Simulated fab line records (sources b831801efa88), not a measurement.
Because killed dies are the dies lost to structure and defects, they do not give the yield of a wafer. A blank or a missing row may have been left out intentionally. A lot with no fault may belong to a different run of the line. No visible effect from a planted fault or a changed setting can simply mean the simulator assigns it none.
Which of the tools did it?	flow gf180mcu	Sampling: 14 lots, 42 wafers, 5 of 602 route steps

WHAT EACH GAUGE READ, for each wafer
GF_LVPWELL_OVL_MEAS_07.
lot	measured	on	LVPWELL_OVL (nm)
L900	day 3 19:38	overlay-02	-2.4 -1.9 -2.6
L902	day 4 07:01	overlay-01	-2.4 -1.7 -1.8
L903	day 4 16:43	overlay-01	-0.3 -1.9 -2.1
L904	day 4 20:20	overlay-01	1.0 0.5 1.1
L905	day 5 04:22	overlay-01	-1.2 -1.6 -0.1
L906	day 5 07:25	overlay-02	-0.5 1.0 -1.5
L907	day 5 12:28	overlay-02	-0.1 -0.6 -0.3
L908	day 5 17:20	overlay-01	-1.2 -0.3 -1.9
L909	day 5 23:35	overlay-02	1.4 -2.0 0.1
L914	day 7 03:44	overlay-02	-0.4 -0.3 -0.5
L917	day 7 20:22	overlay-02	-0.7 -2.2 -0.8
L919	day 8 07:29	overlay-01	-1.3 -2.1 0.5
L921	day 8 23:58	overlay-01	-3.1 -2.4 -1.1
L922	day 9 01:17	overlay-02	-2.9 -1.0 -0.4

GF_VT_IMPLANT_OVL_MEAS_40.
lot	measured	on	VT_IMPLANT_03_OVL (nm)
L900	day 7 13:14	overlay-01	-0.9 -2.2 -1.6
L902	day 8 01:13	overlay-02	2.1 1.1 0.4
L903	day 8 12:49	overlay-01	-1.9 -1.5 -4.1
L904	day 8 16:49	overlay-02	0.3 -0.7 -2.2
L905	day 9 02:34	overlay-02	0.5 1.2 0.1
L906	day 9 07:10	overlay-02	-3.2 -1.1 -0.4
L907	day 9 11:43	overlay-01	-1.5 -2.6 -2.5
L908	day 9 19:14	overlay-01	0.8 -1.2 -2.8
L909	day 10 02:31	overlay-02	0.2 -0.3 1.0
L914	day 11 10:10	overlay-02	-1.1 -1.9 0.3
L917	day 12 06:16	overlay-01	-0.6 -0.1 -0.8
L919	day 12 21:01	overlay-01	-3.2 -2.9 -3.3
L921	day 13 15:19	overlay-02	-0.3 -1.4 -1.0
L922	day 13 17:23	overlay-01	-3.5 -4.4 -4.4

GF_VT_IMPLANT_TW_MEAS_43.
lot	measured	on	VT_IMPLANT_4_TW
L900	day 7 13:32	film_metro-01	688 686 684
L902	day 8 01:30	film_metro-01	693 690 689
L903	day 8 13:06	film_metro-01	686 690 688
L904	day 8 17:05	film_metro-02	695 696 697
L905	day 9 02:51	film_metro-03	685 687 684
L906	day 9 07:28	film_metro-03	682 684 686
L907	day 9 12:01	film_metro-02	698 700 697
L908	day 9 19:32	film_metro-01	694 691 693
L909	day 10 02:48	film_metro-01	692 691 693
L914	day 11 10:26	film_metro-01	722 720 725
L917	day 12 06:33	film_metro-02	723 725 721
L919	day 12 21:18	film_metro-03	683 684 686
L921	day 13 15:36	film_metro-02	699 696 698
L922	day 13 17:41	film_metro-02	695 695 696

GF_VT_IMPLANT_RS_MEAS_46: measures by four-point-probe.
lot	measured	on	MVSD_RS (ohm/sq)
L900	day 7 13:46	film_metro-04	457.9 458.8 458.7
L902	day 8 01:43	film_metro-01	457.3 457.2 457.4
L903	day 8 13:19	film_metro-04	456.5 457.0 456.3
L904	day 8 17:18	film_metro-01	458.6 458.0 458.0
L905	day 9 03:04	film_metro-01	459.0 456.4 457.4
L906	day 9 07:41	film_metro-01	456.0 457.3 458.2
L907	day 9 12:14	film_metro-04	457.6 457.3 459.8
L908	day 9 19:45	film_metro-04	456.5 455.5 456.5
L909	day 10 03:01	film_metro-03	454.5 455.6 454.7
L914	day 11 10:40	film_metro-04	458.1 457.4 457.4
L917	day 12 06:53	film_metro-03	456.5 457.5 456.0
L919	day 12 21:32	film_metro-03	457.3 457.3 456.3
L921	day 13 15:50	film_metro-04	457.8 459.2 458.8
L922	day 13 17:55	film_metro-03	454.7 455.4 455.5

EACH LOT AND THE TOOL THAT RAN IT (in order: tool; ch and the chambers of the sampled wafers; start)
lot	GF_VT_IMPLANT_IMPLANT_41
L900	implanter-04 ch 0, day 7 13:19
L902	implanter-04 ch 0, day 8 01:15
L903	implanter-01 ch 0, day 8 12:51
L904	implanter-04 ch 0, day 8 16:50
L905	implanter-02 ch 0, day 9 02:36
L906	implanter-02 ch 0, day 9 07:13
L907	implanter-02 ch 0, day 9 11:46
L908	implanter-02 ch 0, day 9 19:18
L909	implanter-01 ch 0, day 10 02:33
L914	implanter-02 ch 0, day 11 10:11
L917	implanter-02 ch 0, day 12 06:19
L919	implanter-01 ch 0, day 12 21:04
L921	implanter-01 ch 0, day 13 15:22
L922	implanter-01 ch 0, day 13 17:28
- GF_VT_IMPLANT_IMPLANT_41

WHAT THE TOOLS THEMSELVES READ (means of the sampled wafers that have a number; where no wafer has one, the mark that the record gives instead)
GF_VT_IMPLANT_IMPLANT_41.
lot	tool	beam_energy_keV	beam_on_s (s)
L900	implanter-04	69.984	9.93
L902	implanter-04	69.989	9.92
L903	implanter-01	70.056	10.07
L904	implanter-04	69.988	10.07
L905	implanter-02	70.008	9.96
L906	implanter-02	69.992	10.25
L907	implanter-02	69.994	10.17
L908	implanter-02	70.060	9.97
L909	implanter-01	69.997	10.13
L914	implanter-02	82.778	10.14
L917	implanter-02	82.835	9.85
L919	implanter-01	69.970	9.82
L921	implanter-01	70.018	9.89
L922	implanter-01	69.995	10.01

THE ANSWER, worked out from the rows above alone
Rule: the lots themselves supply what counts as usual. Put in order of their means at a reading, lots are off if they are a third of the lots or fewer, leave a main group of 4 or more, and stand apart from it by a gap of 3 or more times the standard deviation of the main group's means; of several such gaps the widest counts. A main group whose means are all the same, to the digits that the tables above print for the reading, isn't used. A lot without any number at a reading at which 4 lots or more have one is off too. The other lots that the step has rows for count as sound. After the gauges, taken in route order, come the tools' own readings; for these a lot's mean is taken, as printed above. The first step at which some lot is off is used, and at that step the reading that is off furthest; a lot without a number counts as furthest.
Off: L914, L917, at GF_VT_IMPLANT_TW_MEAS_43 (VT_IMPLANT_4_TW). For the main group the mean is 691 and the standard deviation 5.
If a tool, at a process step before that reading, ran all the lots that are off and no sound lot after the first of them, it fits. Not tried: the gauges at GF_VT_IMPLANT_TW_MEAS_43; whatever is off there is also off at GF_VT_IMPLANT_IMPLANT_41, on other tools, and gauge error can't account for it. One fits: implanter-02 at GF_VT_IMPLANT_IMPLANT_41. A fault onset in the window from L908 (day 9 19:18, its last sound lot) to L914 (day 11 10:11, its first lot off) fits.
On the lots that are off, the tool's own readings at GF_VT_IMPLANT_IMPLANT_41 differ by more than 5 times the standard deviation of the sound lots' means, which bears it out; beam_energy_keV reads 82.806 there versus 70.004 on the sound lots.

WHAT WAS PUT IN BY THE SIMULATOR
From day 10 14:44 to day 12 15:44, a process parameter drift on implanter-02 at GF_VT_IMPLANT_IMPLANT_41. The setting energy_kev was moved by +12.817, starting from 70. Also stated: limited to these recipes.
Shown lots that were struck: L914, L917. This agrees with what the rule above found.
